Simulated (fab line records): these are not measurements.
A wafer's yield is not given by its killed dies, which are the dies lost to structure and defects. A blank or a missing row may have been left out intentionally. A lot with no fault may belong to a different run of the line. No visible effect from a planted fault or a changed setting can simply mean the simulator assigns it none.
8D (eight disciplines) problem report, filled in by code    flow gf180mcu    the parts of the form that need people (team, actions taken, sign-off) are left out

== 1. THE ISSUE ==
MVSD_RS at GF_VT_IMPLANT_RS_MEAS_46 reads a mean of 424.7 ohm/sq on 6 wafers of 2 lots; wafers without a fault read 457.1 ohm/sq with a standard deviation of 1.1. That is -29 standard deviations from the usual mean.
The step: measures by four-point-probe.
Earliest sighting: wafer L802.1 on film_metro-01 at day 10 08:12. The record holds 39 wafers of 13 lots with a number at this step. The rule behind "out" and "out of limits": a value lying over 4 standard deviations away from the usual mean. The other wafers with a number count as sound.

== 2. WHAT THIS IS AND IS NOT ==
question                     is                            is not
which readings at this step  MVSD_RS                       -
which lots                   L802, L805                    L792, L794, L797, L798, L799, L800, L801, L807, L812, L813, L815
which wafers of those lots   all that have a number        -
read on which gauges         film_metro-01, film_metro-02  film_metro-04
when                         from day 10 08:12             up to then (21 sound wafers); but 12 sound wafers of L807, L812, L813, L815 came after

== 3. WHAT RULES OUT EACH SUSPECT ==
Counting: any tool at a process step up to the reading is kept as a suspect provided that every lot that is out went through it and no sound lot did after the first of them.
- the gauge at GF_VT_IMPLANT_RS_MEAS_46: ruled out. Those wafers that are out were read across 2 gauges (film_metro-01, film_metro-02).
- implanter-03 at GF_MVSD_IMPLANT_09: kept. It processed each lot that is out, first L802 at day 6 22:23, and no sound lot thereafter; up to then, the last sound lot it processed was L800 at day 6 11:25. Out on those wafers are its own readings of dose_ions_cm2, faraday_current_uA.
After counting, what remains is implanter-03 at GF_MVSD_IMPLANT_09.

== 4. THE CAUSE (what the simulator had put in) ==
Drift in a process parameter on implanter-03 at GF_MVSD_IMPLANT_09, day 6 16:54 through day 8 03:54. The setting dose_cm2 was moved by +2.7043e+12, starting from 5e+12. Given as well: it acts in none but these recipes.
Counting left only this tool.

== 5. THE EFFECT CHAIN, in route order ==
Each row: a reading whose mean over the struck wafers that have a number lies more than 3 standard deviations from the usual. Only readings whose record carries a usual standard deviation are examined. hours: median over the lots of the time between each lot's start at the first step of this table that gives one and its start at this step. sigmas: the change, counted in usual standard deviations.
hours  step                      reading             usual         on struck wafers  change  sigmas
0      GF_MVSD_IMPLANT_09        dose_ions_cm2       5e+12         8e+12             +3e+12  +99 or more
0      GF_MVSD_IMPLANT_09        faraday_current_uA  28.1          43.2              +15.1   +27
84     GF_VT_IMPLANT_RS_MEAS_46  MVSD_RS             457.1 ohm/sq  424.7             -32.4   -29
The process steps in it:
- GF_MVSD_IMPLANT_09
Later steps that measure or inspect, where all struck wafers having a row at the step show a number for every such reading and not one has moved that far: GF_HV_LDD_TW_MEAS_11, GF_V1_BOW_MEAS_05.

== 6. WHAT WOULD HAVE CAUGHT IT SOONER ==
In this record the first reading out of limits at a measuring or inspecting step was taken at day 10 08:12, 87 hours after the fault began at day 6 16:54.
At GF_MVSD_IMPLANT_09, the tool's own readings (dose_ions_cm2, faraday_current_uA) were out on each struck wafer the step has a row for, so an alarm limit on them would have fired on the first such wafer.
The start of GF_MVSD_IMPLANT_09 on implanter-03 came by day 10 08:12 for every one of the lots that are out (2). Holding the tool at that point would not have protected any of them.
